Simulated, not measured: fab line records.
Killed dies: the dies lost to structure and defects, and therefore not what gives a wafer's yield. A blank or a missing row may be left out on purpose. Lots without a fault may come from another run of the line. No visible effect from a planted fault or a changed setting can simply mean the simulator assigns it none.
Which of the tools did it? -- flow sky130 -- 24 lots, 72 wafers sampled, at 6 steps of a route of 708

== WHAT EACH GAUGE READ, for each wafer ==
The record lacks any reading of a measuring or inspecting step that a usual standard deviation could be used to judge.

== WHICH TOOL RAN EACH LOT (tool, then ch and the chambers of the sampled wafers, then the start) ==
lot,SKY_VIA1_STRIP_16,SKY_VIA1_CMP_24,SKY_METAL2_SPUTTER_04,SKY_VIA2_SPUTTER_20,SKY_METAL3_DESCUM_15,SKY_METAL4_ETCH_17
L074,"plasmaAsher-04 ch 0,1, day 33 14:49","cmp-01 ch 0,1,2, day 33 15:56","pvdSputter-03, day 33 16:19","pvdSputter-02, day 36 00:22","rieMetal-03 ch 0,1, day 38 05:56","rieDiel-03 ch 1,2,3, day 41 11:08"
L075,"plasmaAsher-04 ch 0,1, day 33 18:04","cmp-01 ch 1,3, day 33 19:02","pvdSputter-02, day 33 19:22","pvdSputter-02, day 36 02:16","rieMetal-01 ch 0,1, day 38 07:59","rieDiel-02 ch 0,1,2, day 41 13:37"
L076,"plasmaAsher-03 ch 1, day 34 08:10","cmp-01 ch 0,1,2, day 34 09:19","pvdSputter-03, day 34 09:39","pvdSputter-02, day 36 16:57","rieMetal-01 ch 0, day 38 21:37","rieDiel-02 ch 1,2, day 42 02:20"
L077,"plasmaAsher-01 ch 0,1, day 36 00:41","cmp-02 ch 0,2, day 36 01:41","pvdSputter-04, day 36 02:01","pvdSputter-01, day 38 09:04","rieMetal-01 ch 0, day 40 12:09","rieDiel-03 ch 0,2, day 43 14:31"
L079,"plasmaAsher-03 ch 0,1, day 36 10:52","cmp-01 ch 0,3, day 36 11:47","pvdSputter-02, day 36 12:11","pvdSputter-02, day 38 18:03","rieMetal-04 ch 0, day 40 20:14","rieDiel-01 ch 1,2,3, day 43 22:50"
L078,"plasmaAsher-04 ch 0,1, day 36 13:54","cmp-02 ch 0,2,3, day 36 14:55","pvdSputter-04, day 36 15:13","pvdSputter-01, day 38 20:57","rieMetal-04 ch 0,1, day 40 22:55","rieDiel-02 ch 0,1, day 44 00:16"
L080,"plasmaAsher-03 ch 0,1, day 36 17:28","cmp-01 ch 1,2, day 36 18:25","pvdSputter-03, day 36 18:48","pvdSputter-01, day 39 00:53","rieMetal-03 ch 0,1, day 41 03:46","rieDiel-01 ch 0,1,3, day 44 05:29"
L081,"plasmaAsher-04 ch 0,1, day 36 23:28","cmp-01 ch 0,3, day 37 00:23","pvdSputter-03, day 37 00:47","pvdSputter-01, day 39 07:14","rieMetal-03 ch 0,1, day 41 09:38","rieDiel-03 ch 1,2,3, day 44 10:33"
L082,"plasmaAsher-03 ch 0,1, day 37 04:51","cmp-01 ch 0,1,3, day 37 05:44","pvdSputter-02, day 37 06:08","pvdSputter-02, day 39 11:55","rieMetal-01 ch 0,1, day 41 13:44","rieDiel-02 ch 1,2,3, day 44 14:36"
L084,"plasmaAsher-03 ch 0,1, day 37 09:59","cmp-01 ch 0,2,3, day 37 10:58","pvdSputter-02, day 37 11:16","pvdSputter-02, day 39 16:24","rieMetal-04 ch 0,1, day 41 18:08","rieDiel-01 ch 2,3, day 44 17:50"
L083,"plasmaAsher-04 ch 0,1, day 37 10:22","cmp-02 ch 0,1,3, day 37 11:21","pvdSputter-04, day 37 11:38","pvdSputter-04, day 39 16:45","rieMetal-04 ch 0,1, day 41 19:06","rieDiel-03 ch 1,3, day 44 19:20"
L086,"plasmaAsher-04 ch 0,1, day 38 00:40","cmp-01 ch 1,2, day 38 01:37","pvdSputter-02, day 38 02:00","pvdSputter-01, day 40 05:25","rieMetal-01 ch 0,1, day 42 06:41","rieDiel-03 ch 0,2,3, day 45 05:45"
L085,"plasmaAsher-01 ch 0,1, day 38 02:04","cmp-02 ch 0,1,2, day 38 03:08","pvdSputter-03, day 38 03:23","pvdSputter-01, day 40 06:50","rieMetal-01 ch 0,1, day 42 09:31","rieDiel-03 ch 2,3, day 45 08:43"
L087,"plasmaAsher-03 ch 1, day 38 06:11","cmp-01 ch 0,3, day 38 07:09","pvdSputter-04, day 38 07:29","pvdSputter-01, day 40 11:03","rieMetal-03 ch 0,1, day 42 12:32","rieDiel-03 ch 0,2,3, day 45 10:09"
L088,"plasmaAsher-01 ch 0,1, day 38 14:20","cmp-02 ch 0,1,2, day 38 15:20","pvdSputter-04, day 38 15:41","pvdSputter-04, day 40 18:58","rieMetal-04 ch 0,1, day 42 20:32","rieDiel-03 ch 0,1,2, day 45 18:39"
L089,"plasmaAsher-01 ch 0,1, day 38 18:17","cmp-01 ch 0,1,3, day 38 19:20","pvdSputter-02, day 38 19:37","pvdSputter-04, day 40 22:33","rieMetal-03 ch 0,1, day 42 23:44","rieDiel-03 ch 0,2,3, day 45 21:38"
L090,"plasmaAsher-03 ch 0,1, day 39 02:16","cmp-02 ch 1,2,3, day 39 03:49","pvdSputter-02, day 39 04:06","pvdSputter-02, day 41 06:50","rieMetal-03 ch 0,1, day 43 07:46","rieDiel-02 ch 1,2, day 46 04:48"
L091,"plasmaAsher-03 ch 0,1, day 39 03:47","cmp-01 ch 1,2, day 39 04:50","pvdSputter-04, day 39 05:13","pvdSputter-04, day 41 07:56","rieMetal-03 ch 0,1, day 43 08:56","rieDiel-01 ch 0,2, day 46 05:48"
L092,"plasmaAsher-04 ch 0,1, day 39 11:52","cmp-01 ch 0,1,2, day 39 12:58","pvdSputter-03, day 39 13:19","pvdSputter-01, day 41 15:54","rieMetal-04 ch 1, day 43 16:25","rieDiel-01 ch 0,2, day 46 12:04"
L093,"plasmaAsher-03 ch 0,1, day 39 17:46","cmp-01 ch 0,1,2, day 39 18:41","pvdSputter-04, day 39 19:05","pvdSputter-04, day 41 22:07","rieMetal-01 ch 0,1, day 43 21:19","rieDiel-03 ch 0,1,3, day 46 17:08"
L094,"plasmaAsher-04 ch 0,1, day 40 07:16","cmp-02 ch 0,2, day 40 08:11","pvdSputter-04, day 40 08:34","pvdSputter-01, day 42 10:55","rieMetal-03 ch 0,1, day 44 09:47","rieDiel-01 ch 0,3, day 47 04:53"
L095,"plasmaAsher-01 ch 0,1, day 40 12:52","cmp-02 ch 1,2,3, day 40 13:50","pvdSputter-03, day 40 14:10","pvdSputter-01, day 42 16:11","rieMetal-04 ch 0, day 44 15:23","rieDiel-01 ch 0,1,2, day 47 10:16"
L096,"plasmaAsher-03 ch 0, day 40 16:20","cmp-02 ch 0,1,2, day 40 17:21","pvdSputter-02, day 40 17:38","pvdSputter-02, day 42 18:47","rieMetal-04 ch 0,1, day 44 17:11","rieDiel-03 ch 1,3, day 47 10:38"
L097,"plasmaAsher-03 ch 0,1, day 40 22:34","cmp-02 ch 1,2,3, day 40 23:32","pvdSputter-02, day 40 23:55","pvdSputter-01, day 43 01:52","rieMetal-03 ch 0,1, day 44 23:13","rieDiel-01 ch 0,1,3, day 47 17:53"
- SKY_VIA1_STRIP_16: strips in O2/N2.
- SKY_VIA1_CMP_24: polishes, stops on SiO2, t overpolish 15 s, target thk 0 nm.
- SKY_METAL2_SPUTTER_04: material TiN, target thk 70 nm, time 58.3 s.
- SKY_VIA2_SPUTTER_20: material TiN, target thk 20 nm, time 80 s.
- SKY_METAL3_DESCUM_15: chemistry O2, time 8 s.
- SKY_METAL4_ETCH_17: etches SiO2 in C4F8/O2/Ar, stops on TiN, time 3.9 s, target depth 15 nm.

== WHAT THE TOOLS THEMSELVES READ (means of the sampled wafers that have a number; where no wafer has one, the mark that the record gives instead) ==
SKY_VIA1_STRIP_16.
lot,tool,drypumpMotorCurrentA (A),oesProductAu (a.u.),stripTimeToEndpointS (s)
L074,plasmaAsher-04,5.5,0.416,4.454
L075,plasmaAsher-04,5.4,0.413,4.469
L076,plasmaAsher-03,4.9,0.421,4.491
L077,plasmaAsher-01,5.3,0.413,4.441
L079,plasmaAsher-03,4.9,0.414,4.461
L078,plasmaAsher-04,5.4,0.419,4.453
L080,plasmaAsher-03,4.9,0.413,4.446
L081,plasmaAsher-04,5.5,0.414,4.466
L082,plasmaAsher-03,4.9,0.419,4.457
L084,plasmaAsher-03,4.9,0.416,4.443
L083,plasmaAsher-04,5.4,0.417,4.467
L086,plasmaAsher-04,5.4,0.414,4.442
L085,plasmaAsher-01,5.3,0.413,4.436
L087,plasmaAsher-03,4.9,0.418,4.456
L088,plasmaAsher-01,5.6,0.420,4.483
L089,plasmaAsher-01,5.7,0.415,4.479
L090,plasmaAsher-03,4.9,0.416,4.463
L091,plasmaAsher-03,4.9,0.409,4.461
L092,plasmaAsher-04,5.5,0.424,4.500
L093,plasmaAsher-03,4.9,0.415,4.468
L094,plasmaAsher-04,5.4,0.414,4.484
L095,plasmaAsher-01,5.3,0.416,4.490
L096,plasmaAsher-03,4.9,0.414,4.477
L097,plasmaAsher-03,4.9,0.419,4.451

SKY_VIA1_CMP_24.
lot,tool,motorCurrentA (A),overpolishRunS (s),timeToEndpointS (s)
L074,cmp-01,10.0,14.998,60.6
L075,cmp-01,10.1,15.000,61.2
L076,cmp-01,10.5,15.004,60.5
L077,cmp-02,10.3,14.993,61.0
L079,cmp-01,11.8,15.003,62.4
L078,cmp-02,10.5,14.992,63.7
L080,cmp-01,9.0,15.003,64.5
L081,cmp-01,11.2,15.003,62.4
L082,cmp-01,10.8,15.002,63.5
L084,cmp-01,10.4,14.991,60.4
L083,cmp-02,10.1,15.004,63.9
L086,cmp-01,9.6,15.006,63.4
L085,cmp-02,10.4,14.994,65.4
L087,cmp-01,10.9,14.996,64.1
L088,cmp-02,10.3,14.995,63.1
L089,cmp-01,10.9,15.002,63.3
L090,cmp-02,10.5,14.997,60.0
L091,cmp-01,9.0,15.001,65.7
L092,cmp-01,9.9,14.993,61.1
L093,cmp-01,9.9,15.002,63.5
L094,cmp-02,10.0,15.014,62.1
L095,cmp-02,10.3,15.001,60.9
L096,cmp-02,9.8,15.001,63.3
L097,cmp-02,10.8,15.004,65.6

SKY_METAL2_SPUTTER_04.
lot,tool,throttleValvePct (%)
L074,pvdSputter-03,29.7
L075,pvdSputter-02,29.8
L076,pvdSputter-03,29.2
L077,pvdSputter-04,28.3
L079,pvdSputter-02,30.1
L078,pvdSputter-04,27.7
L080,pvdSputter-03,29.4
L081,pvdSputter-03,29.7
L082,pvdSputter-02,30.0
L084,pvdSputter-02,29.9
L083,pvdSputter-04,28.9
L086,pvdSputter-02,30.5
L085,pvdSputter-03,29.4
L087,pvdSputter-04,28.4
L088,pvdSputter-04,28.6
L089,pvdSputter-02,29.6
L090,pvdSputter-02,29.9
L091,pvdSputter-04,29.1
L092,pvdSputter-03,29.0
L093,pvdSputter-04,28.5
L094,pvdSputter-04,28.6
L095,pvdSputter-03,29.6
L096,pvdSputter-02,30.5
L097,pvdSputter-02,30.6

SKY_VIA2_SPUTTER_20.
lot,tool,throttleValvePct (%)
L074,pvdSputter-02,30.7
L075,pvdSputter-02,29.9
L076,pvdSputter-02,30.5
L077,pvdSputter-01,30.1
L079,pvdSputter-02,30.7
L078,pvdSputter-01,29.7
L080,pvdSputter-01,29.5
L081,pvdSputter-01,30.0
L082,pvdSputter-02,29.8
L084,pvdSputter-02,29.9
L083,pvdSputter-04,28.7
L086,pvdSputter-01,30.3
L085,pvdSputter-01,30.4
L087,pvdSputter-01,30.3
L088,pvdSputter-04,28.6
L089,pvdSputter-04,27.9
L090,pvdSputter-02,29.7
L091,pvdSputter-04,29.2
L092,pvdSputter-01,29.9
L093,pvdSputter-04,29.3
L094,pvdSputter-01,29.2
L095,pvdSputter-01,30.1
L096,pvdSputter-02,31.4
L097,pvdSputter-01,29.9

SKY_METAL3_DESCUM_15.
lot,tool,drypumpMotorCurrentA (A),oesProductAu (a.u.),tempC (C)
L074,rieMetal-03,5.2,1.000,40.11
L075,rieMetal-01,4.9,0.991,39.96
L076,rieMetal-01,5.3,1.007,40.20
L077,rieMetal-01,5.3,0.992,39.85
L079,rieMetal-04,5.9,0.993,40.00
L078,rieMetal-04,5.7,1.001,39.95
L080,rieMetal-03,5.2,1.004,40.01
L081,rieMetal-03,5.2,0.997,39.91
L082,rieMetal-01,4.9,0.989,39.97
L084,rieMetal-04,5.7,1.001,39.85
L083,rieMetal-04,5.5,1.002,39.98
L086,rieMetal-01,4.9,0.996,40.03
L085,rieMetal-01,5.1,0.991,40.00
L087,rieMetal-03,4.9,1.005,40.00
L088,rieMetal-04,5.5,1.000,39.99
L089,rieMetal-03,4.9,0.997,40.01
L090,rieMetal-03,4.9,1.004,39.97
L091,rieMetal-03,5.2,1.005,39.98
L092,rieMetal-04,5.3,1.002,39.97
L093,rieMetal-01,5.1,0.995,39.98
L094,rieMetal-03,4.9,1.010,40.05
L095,rieMetal-04,5.9,0.994,39.81
L096,rieMetal-04,5.7,0.995,39.90
L097,rieMetal-03,4.9,0.996,39.83

SKY_METAL4_ETCH_17.
lot,tool,biasW (W),oesProductAu (a.u.)
L074,rieDiel-03,1199,0.751
L075,rieDiel-02,1198,0.752
L076,rieDiel-02,1204,0.750
L077,rieDiel-03,1202,0.759
L079,rieDiel-01,1204,0.757
L078,rieDiel-02,1201,0.753
L080,rieDiel-01,1205,0.748
L081,rieDiel-03,1201,0.755
L082,rieDiel-02,1201,0.759
L084,rieDiel-01,1194,0.741
L083,rieDiel-03,1202,0.752
L086,rieDiel-03,1200,0.750
L085,rieDiel-03,1195,0.746
L087,rieDiel-03,1202,0.755
L088,rieDiel-03,1198,0.756
L089,rieDiel-03,1203,0.747
L090,rieDiel-02,1200,0.756
L091,rieDiel-01,1203,0.755
L092,rieDiel-01,1202,0.755
L093,rieDiel-03,1201,0.747
L094,rieDiel-01,1202,0.748
L095,rieDiel-01,1203,0.749
L096,rieDiel-03,1202,0.760
L097,rieDiel-01,1199,0.745

== THE ANSWER, worked out from the rows above alone ==
Rule: usual is defined by the lots themselves. Put in order of their means at a reading, lots are off if they are a third of the lots or fewer, leave a main group of 4 or more, and stand apart from it by a gap of 3 or more times the standard deviation of the main group's means; of several such gaps the widest counts. A main group whose means are all the same, to the digits that the tables above print for the reading, isn't used. A lot without any number at a reading at which 4 lots or more have one is off too. The other lots that the step has rows for count as sound. Order of review: gauges by route order, followed by the tools' own readings, for which a lot's mean as printed above is used. At the first step where some lot is off, the reading lying furthest off is the one used; lots without a number count as furthest.
Across all readings shown, no lot is off: no conclusion can be drawn from this.

== WHAT THE SIMULATOR HAD PUT IN ==
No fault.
